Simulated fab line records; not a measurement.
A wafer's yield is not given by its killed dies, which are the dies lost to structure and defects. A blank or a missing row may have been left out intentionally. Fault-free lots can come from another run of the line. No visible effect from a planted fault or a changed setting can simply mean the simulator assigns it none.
Which tool was responsible? | flow gf180mcu | Sampling: 14 lots, 41 wafers, 5 of 602 route steps

## WHAT THE GAUGES READ, wafer by wafer
GF_V2_THK_MEAS_03.
lot  | measured     | on           | V2_CVD_02_THK (nm)
L233 | day 20 03:16 | filmMetro-02 | 858 869 860
L234 | day 20 03:59 | filmMetro-03 | 832 837 849
L232 | day 20 06:01 | filmMetro-01 | 854 851 841
L236 | day 20 09:09 | filmMetro-01 | 828 823 832
L239 | day 21 04:52 | filmMetro-02 | 852 860 857
L240 | day 21 07:23 | filmMetro-03 | 847 872
L246 | day 23 07:14 | filmMetro-02 | 824 838 851
L247 | day 24 02:38 | filmMetro-02 | 844 831 865
L248 | day 24 05:51 | filmMetro-02 | 834 858 868
L250 | day 25 01:30 | filmMetro-01 | 840 840 857
L251 | day 25 05:34 | filmMetro-03 | 839 840 844
L253 | day 25 22:40 | filmMetro-01 | 862 857 867
L254 | day 26 09:19 | filmMetro-03 | 843 855 868
L255 | day 26 13:30 | filmMetro-01 | 841 853 867

GF_V3_THK_MEAS_01.
lot  | measured     | on           | V3_CVD_00_THK (nm)
L233 | day 22 03:02 | filmMetro-04 | 611 614 611
L234 | day 22 04:34 | filmMetro-01 | 609 605 605
L232 | day 22 06:01 | filmMetro-02 | 600 596 606
L236 | day 22 09:20 | filmMetro-02 | 609 608 590
L239 | day 23 04:41 | filmMetro-02 | 604 605 604
L240 | day 23 06:55 | filmMetro-04 | 614 610
L246 | day 25 06:56 | filmMetro-01 | 600 611 619
L247 | day 26 02:50 | filmMetro-01 | 610 621 610
L248 | day 26 04:43 | filmMetro-01 | 604 611 610
L250 | day 27 00:45 | filmMetro-01 | 612 603 609
L251 | day 27 04:06 | filmMetro-02 | 611 610 615
L253 | day 27 21:37 | filmMetro-01 | 620 611 619
L254 | day 28 08:54 | filmMetro-02 | 601 609 613
L255 | day 28 12:16 | filmMetro-02 | 611 615 620

GF_V4_BOW_MEAS_05.
lot  | measured     | on           | V4_BOW (um)
L233 | day 24 02:55 | filmMetro-01 | 143 134 154
L234 | day 24 04:47 | filmMetro-01 | 145 149 126
L232 | day 24 06:59 | filmMetro-01 | 128 132 146
L236 | day 24 09:24 | filmMetro-03 | 144 152 143
L239 | day 25 04:26 | filmMetro-01 | 149 142 143 - - -
L240 | day 25 07:29 | filmMetro-02 | 127 128 - -
L246 | day 27 06:13 | filmMetro-01 | 126 120 134
L247 | day 28 03:01 | filmMetro-01 | 151 149 136
L248 | day 28 03:36 | filmMetro-03 | 141 137 141
L250 | day 28 23:43 | filmMetro-03 | 123 126 120
L251 | day 29 03:02 | filmMetro-02 | 138 117 120
L253 | day 29 19:12 | filmMetro-02 | 140 140 146
L254 | day 30 05:27 | filmMetro-02 | 133 122 124
L255 | day 30 09:00 | filmMetro-02 | 129 122 116

## EACH LOT AND THE TOOL THAT RAN IT (in order: tool; ch and the chambers of the sampled wafers; start)
lot  | GF_M4_SPUTTER_02            | GF_V4_CMP_04
L233 | pvdSputter-03, day 23 03:22 | cmp-02 ch 1,2,3, day 24 02:40
L234 | pvdSputter-04, day 23 05:07 | cmp-01 ch 0,2, day 24 04:31
L232 | pvdSputter-04, day 23 07:13 | cmp-01 ch 0,1,2, day 24 06:44
L236 | pvdSputter-02, day 23 09:55 | cmp-02 ch 0,2,3, day 24 09:06
L239 | pvdSputter-03, day 24 04:44 | cmp-02 ch 0,2,3, day 25 04:08
L240 | pvdSputter-02, day 24 07:48 | cmp-02 ch 3, day 25 07:14
L246 | pvdSputter-04, day 26 06:40 | cmp-01 ch 2,3, day 27 05:52
L247 | pvdSputter-03, day 27 03:11 | cmp-01 ch 0,1,2, day 28 02:42
L248 | pvdSputter-03, day 27 04:23 | cmp-01 ch 0,1, day 28 03:21
L250 | pvdSputter-04, day 28 01:31 | cmp-01 ch 0,1,3, day 28 23:25
L251 | pvdSputter-03, day 28 04:19 | cmp-01 ch 1,2,3, day 29 02:47
L253 | pvdSputter-04, day 28 21:08 | cmp-02 ch 0,1,3, day 29 18:53
L254 | pvdSputter-04, day 29 08:19 | cmp-01 ch 0,3, day 30 05:07
L255 | pvdSputter-03, day 29 12:01 | cmp-01 ch 0,3, day 30 08:43
- GF_M4_SPUTTER_02: material AlCu, target thk 450 nm, time 23.9 s.
- GF_V4_CMP_04: polishes SiO2.

## AS READ BY THE TOOLS THEMSELVES (means over the sampled wafers that have a number; for cases with no such wafer, the mark the record gives instead)
GF_M4_SPUTTER_02.
lot  | tool          | throttleValvePct (%)
L233 | pvdSputter-03 | 31.8
L234 | pvdSputter-04 | 31.1
L232 | pvdSputter-04 | 31.1
L236 | pvdSputter-02 | 30.0
L239 | pvdSputter-03 | 30.6
L240 | pvdSputter-02 | 29.6
L246 | pvdSputter-04 | 31.1
L247 | pvdSputter-03 | 30.7
L248 | pvdSputter-03 | 31.1
L250 | pvdSputter-04 | 30.1
L251 | pvdSputter-03 | 30.6
L253 | pvdSputter-04 | 30.7
L254 | pvdSputter-04 | 29.7
L255 | pvdSputter-03 | 30.7

GF_V4_CMP_04.
lot  | tool   | motorCurrentA (A) | platenRpm (rpm) | slurryFilterDpKPa (kPa) | timeToEndpointS (s)
L233 | cmp-02 | 12.8              | 60.04           | 13.50                   | 70
L234 | cmp-01 | 12.3              | 60.00           | 13.53                   | 78
L232 | cmp-01 | 12.0              | 60.00           | 13.41                   | 86
L236 | cmp-02 | 12.6              | 60.01           | 13.42                   | 74
L239 | cmp-02 | 13.0              | 59.97           | 13.54                   | 67
L240 | cmp-02 | 14.2              | 60.01           | 13.61                   | 64
L246 | cmp-01 | 11.1              | 60.02           | 13.48                   | 81
L247 | cmp-01 | 12.5              | 59.99           | 13.44                   | 75
L248 | cmp-01 | 12.7              | 60.00           | 13.55                   | 75
L250 | cmp-01 | 12.4              | 60.01           | 13.50                   | 81
L251 | cmp-01 | 12.0              | 60.01           | 13.43                   | 76
L253 | cmp-02 | 12.6              | 60.01           | 13.55                   | 79
L254 | cmp-01 | 11.6              | 60.00           | 13.50                   | 87
L255 | cmp-01 | 11.7              | 60.00           | 13.54                   | 88

## THE ANSWER, worked out from the rows above alone
Rule: usual is defined by the lots themselves. Put in order of their means at a reading, lots are off if they are a third of the lots or fewer, leave a main group of 4 or more, and stand apart from it by a gap of 3 or more times the standard deviation of the main group's means; of several such gaps the widest counts. A main group whose means are all the same, to the digits that the tables above print for the reading, isn't used. A lot without any number at a reading at which 4 lots or more have one is off too. Where the step has rows for the other lots, those lots are counted as sound. Order of review: gauges by route order, followed by the tools' own readings, for which a lot's mean as printed above is used. The first step at which some lot is off is used, and at that step the reading that is off furthest; a lot without a number counts as furthest.
No lot is off on any of the readings shown, so nothing can be concluded from this.

## WHAT HAD BEEN PUT IN BY THE SIMULATOR
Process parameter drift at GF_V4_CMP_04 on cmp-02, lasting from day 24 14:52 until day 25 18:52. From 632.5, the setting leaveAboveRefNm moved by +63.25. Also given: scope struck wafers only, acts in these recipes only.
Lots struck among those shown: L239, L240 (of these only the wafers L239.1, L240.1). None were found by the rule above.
